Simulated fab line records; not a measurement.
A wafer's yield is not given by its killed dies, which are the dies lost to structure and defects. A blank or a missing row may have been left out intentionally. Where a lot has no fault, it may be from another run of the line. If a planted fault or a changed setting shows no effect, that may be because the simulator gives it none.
2 desks, one fault / flow sky130 / each desk holds nothing but its own numbers, with what lay behind them at the end

== FOR THE TOOL OWNER'S DESK: plasma_asher-03 ==
The tool's own readings at SKY_VIA2_STRIP_16 (strips in O2/N2): means of the sampled wafers that have a number, for each lot that ran on this tool. Any lot whose mean is over 4 standard deviations away from the usual mean is out of limits and marked OUT; that distance is given in the brackets.
Columns: A = drypump_motor_current_A at SKY_VIA2_STRIP_16, usual 5.4 A; B = oes_product_au at SKY_VIA2_STRIP_16, usual 0.400 a.u.; C = strip_time_to_endpoint_s at SKY_VIA2_STRIP_16, usual 4.06 s
lot=L294; first seen here=day 37 22:31; A=5.1; B=0.396; C=4.08
lot=L296; first seen here=day 38 07:55; A=5.5; B=0.402; C=4.09
lot=L306; first seen here=day 42 07:25; A=5.5; B=0.399; C=4.04
lot=L308; first seen here=day 42 11:46; A=5.9; B=0.396; C=4.01
Result from this desk: across the 4 lots, nothing is out of limits.

== THE METROLOGY DESK ==
Lot by lot, what the gauges showed, no matter which tool ran the lot: averages of those sampled wafers that carry a number. Any lot whose mean is over 4 standard deviations away from the usual mean is out of limits and marked OUT; that distance is given in the brackets. Of its 8 readings 7 are shown: those that lie furthest out on some lot.
Columns: A = cd_nm at SKY_VIA2_CD_MEAS_12, usual 200.0 nm; B = VIA2_OVL at SKY_VIA2_OVL_MEAS_13, usual 1 nm; C = VIA2_W_RS at SKY_VIA2_RS_MEAS_22, usual 0.2741 ohm/sq; D = VIA2_W_THK at SKY_VIA2_THK_MEAS_23, usual 428 nm; E = CAPM_TIN_RS at SKY_CAPM_RS_MEAS_03, usual 6.94 ohm/sq; F = CAPM_TIN_THK at SKY_CAPM_THK_MEAS_04, usual 199.9 nm; G = CAPM_OVL at SKY_CAPM_OVL_MEAS_12, usual -0.6 nm
lot=L290; first seen here=day 36 22:15; A=199.1; B=5; C=0.2738; D=434; E=6.94; F=199.6; G=0.2
lot=L294; first seen here=day 37 22:16; A=198.1; B=-4; C=0.2766; D=419; E=6.89; F=202.3; G=-0.2
lot=L296; first seen here=day 38 07:39; A=199.2; B=-7; C=0.2731; D=424; E=6.94; F=200.6; G=-0.7
lot=L306; first seen here=day 42 07:09; A=200.0; B=1; C=0.2750; D=419; E=6.83; F=203.2; G=0.4
lot=L308; first seen here=day 42 11:30; A=199.7; B=-0; C=0.2730; D=439; E=6.92; F=198.9; G=-3.1
lot=L310; first seen here=day 42 13:54; A=203.1; B=0; C=0.2678; D=448; E=7.08; F=194.9; G=0.4
Result from this desk: across the 6 lots, nothing is out of limits.

== BROUGHT TOGETHER ==
The desk of the tool owner found nothing out of limits.
Metrology desk: nothing out of limits seen.

== WHAT THE SIMULATOR HAD PUT IN ==
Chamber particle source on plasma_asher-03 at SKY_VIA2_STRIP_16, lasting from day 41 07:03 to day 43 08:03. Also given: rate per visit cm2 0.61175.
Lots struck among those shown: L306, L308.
